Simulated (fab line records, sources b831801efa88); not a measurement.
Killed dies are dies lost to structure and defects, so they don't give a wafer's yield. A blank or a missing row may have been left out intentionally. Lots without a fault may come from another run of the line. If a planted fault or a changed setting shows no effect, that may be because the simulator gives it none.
The tool behind it: which one? :: flow sky130 :: 18 wafers from 6 lots sampled at 5 of the route's 708 steps

== WHAT THE GAUGES SHOWED, per wafer ==
SKY_RES_XHIGH_TW_MEAS_09.
lot: L622
measured: day 26 20:53
on: film-metro-02
RES_XHIGH_TW: 1641 1625 1630

lot: L625
measured: day 28 02:13
on: film-metro-03
RES_XHIGH_TW: 1636 1647 1639

lot: L630
measured: day 29 22:58
on: film-metro-04
RES_XHIGH_TW: 1658 1663 1665

lot: L632
measured: day 30 15:04
on: film-metro-02
RES_XHIGH_TW: 1645 1647 1646

lot: L635
measured: day 31 19:31
on: film-metro-04
RES_XHIGH_TW: 1660 1658 1670

lot: L643
measured: day 34 00:27
on: film-metro-04
RES_XHIGH_TW: 1666 1661 1662

== WHICH TOOL RAN EACH LOT (tool, then ch and the chambers of the sampled wafers, then the start) ==
lot: L622
SKY_LDD_HVP_STRIP_09: plasma-asher-02 ch 0,1, day 21 20:26
SKY_POLY_CUT_ETCH_10: rie-diel-02 ch 1,2,3, day 24 09:59
SKY_SD_P_STRIP_10: plasma-asher-04 ch 0,1, day 25 15:33
SKY_RES_XHIGH_STRIP_08: plasma-asher-02 ch 0,1, day 26 20:47

lot: L625
SKY_LDD_HVP_STRIP_09: plasma-asher-01 ch 0,1, day 23 00:41
SKY_POLY_CUT_ETCH_10: rie-diel-02 ch 0,1,3, day 25 15:06
SKY_SD_P_STRIP_10: plasma-asher-04 ch 0,1, day 26 20:49
SKY_RES_XHIGH_STRIP_08: plasma-asher-02 ch 0,1, day 28 02:07

lot: L630
SKY_LDD_HVP_STRIP_09: plasma-asher-02 ch 0,1, day 25 01:29
SKY_POLY_CUT_ETCH_10: rie-diel-02 ch 1,3, day 27 14:30
SKY_SD_P_STRIP_10: plasma-asher-03 ch 1, day 28 19:25
SKY_RES_XHIGH_STRIP_08: plasma-asher-01 ch 1, day 29 22:52

lot: L632
SKY_LDD_HVP_STRIP_09: plasma-asher-01 ch 0,1, day 25 18:44
SKY_POLY_CUT_ETCH_10: rie-diel-03 ch 1,3, day 28 06:31
SKY_SD_P_STRIP_10: plasma-asher-03 ch 0,1, day 29 10:54
SKY_RES_XHIGH_STRIP_08: plasma-asher-03 ch 1, day 30 14:57

lot: L635
SKY_LDD_HVP_STRIP_09: plasma-asher-03 ch 0,1, day 26 23:32
SKY_POLY_CUT_ETCH_10: rie-diel-03 ch 0,1,3, day 29 11:43
SKY_SD_P_STRIP_10: plasma-asher-04 ch 0,1, day 30 15:24
SKY_RES_XHIGH_STRIP_08: plasma-asher-03 ch 0,1, day 31 19:25

lot: L643
SKY_LDD_HVP_STRIP_09: plasma-asher-03 ch 0,1, day 29 06:53
SKY_POLY_CUT_ETCH_10: rie-diel-04 ch 1,2,3, day 31 16:54
SKY_SD_P_STRIP_10: plasma-asher-03 ch 0,1, day 32 20:54
SKY_RES_XHIGH_STRIP_08: plasma-asher-01 ch 0,1, day 34 00:21
- SKY_LDD_HVP_STRIP_09: strips in O2/N2.
- SKY_POLY_CUT_ETCH_10: etches BARC in N2/H2, stops on SiO2, time 45.9 s, target depth 60 nm.
- SKY_SD_P_STRIP_10: strips in O2/N2.
- SKY_RES_XHIGH_STRIP_08: strips in O2/N2.

== THE ANSWER, worked out from the rows above alone ==
Rule: the lots themselves supply what counts as usual. The widest of any qualifying gaps counts: lots, ordered by their means at a reading, are off when they make up no more than a third of the lots, leave a main group of 4 or more, and stand apart from it by 3 or more times the standard deviation of that group's means. If all means in a main group match to the digits the tables above print for the reading, that group is not used. A lot without any number at a reading at which 4 lots or more have one is off too. Any other lot the step has rows for is counted as sound.
Nothing can be told from this: no lot is off at any reading shown.

== WHAT THE SIMULATOR HAD PUT IN ==
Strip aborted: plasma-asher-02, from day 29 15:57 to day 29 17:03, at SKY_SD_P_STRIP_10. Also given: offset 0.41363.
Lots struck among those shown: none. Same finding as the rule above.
